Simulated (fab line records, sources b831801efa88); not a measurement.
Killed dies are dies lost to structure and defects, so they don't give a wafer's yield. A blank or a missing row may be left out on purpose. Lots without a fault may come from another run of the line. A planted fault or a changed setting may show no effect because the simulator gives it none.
Chamber matching | flow gf180mcu | GF_CONTACT_ETCH_16 on rie_diel-03: 4 sister chambers
The step etches BARC in N2/H2. 14 wafers are shown with their chamber, then 7 later ones without.

WAFERS WITH THEIR CHAMBER
wafer  | chamber | drypump_motor_current_A (A) | throttle_valve_pct (%) | oes_product_au (a.u.)
L576.1 | 0       | 5.6                         | 13.223                 | 0.855
L576.2 | 1       | 6.0                         | 13.243                 | 0.855
L576.5 | 1       | 5.9                         | 13.219                 | 0.849
L581.1 | 0       | 5.7                         | 13.225                 | 0.851
L581.4 | 0       | 5.7                         | 13.214                 | 0.851
L581.5 | 2       | 6.4                         | 13.219                 | 0.856
L584.1 | 3       | 4.8                         | 13.216                 | 0.858
L584.3 | 1       | 6.0                         | 13.225                 | 0.855
L584.5 | 0       | 5.6                         | 13.215                 | 0.859
L588.1 | 1       | 6.0                         | 13.245                 | 0.851
L588.2 | 0       | 5.7                         | 13.220                 | 0.856
L588.6 | 1       | 5.9                         | 13.229                 | 0.857
L591.4 | 1       | 6.0                         | 13.221                 | 0.857
L591.5 | 0       | 5.6                         | 13.214                 | 0.851

SIGNATURES (means of the wafers above)
reading                 | chamber 0 | chamber 1 | chamber 2 | chamber 3 | scatter within a chamber
drypump_motor_current_A | 5.650     | 5.967     | 6.400     | 4.800     | 0.0532
throttle_valve_pct      | 13.21850  | 13.23033  | 13.21900  | 13.21600  | 0.0086
oes_product_au          | 0.85383   | 0.85400   | 0.85600   | 0.85800   | 0.00333
Rule: a wafer's distance from a chamber is the root of the sum, over the readings, of the square of ((its reading less the chamber's mean) divided by the reading's scatter). The wafer belongs to the nearest chamber; if the next one is less than 2 further off, it can't be placed. The scatter: the root of (the sum of the squares of (reading less its chamber's mean) over the shown wafers, divided by (wafers less chambers)).

WAFERS WITHOUT THEIR CHAMBER
wafer  | drypump_motor_current_A (A) | throttle_valve_pct (%) | oes_product_au (a.u.)
L591.6 | 6.0                         | 13.212                 | 0.857
L597.1 | 5.7                         | 13.227                 | 0.849
L597.2 | 6.4                         | 13.212                 | 0.855
L597.4 | 6.0                         | 13.221                 | 0.858
L599.1 | 6.4                         | 13.222                 | 0.856
L599.4 | 5.7                         | 13.223                 | 0.863
L599.6 | 5.6                         | 13.230                 | 0.852

WHICH CHAMBER EACH WENT THROUGH
wafer  | from the rows above | in truth
L591.6 | 1                   | 1
L597.1 | 0                   | 0
L597.2 | 2                   | 2
L597.4 | 1                   | 1
L599.1 | 2                   | 2
L599.4 | 0                   | 0
L599.6 | 0                   | 0
Placed correctly: 7 of 7. Can't be placed from these rows: 0. Placed wrongly: 0.
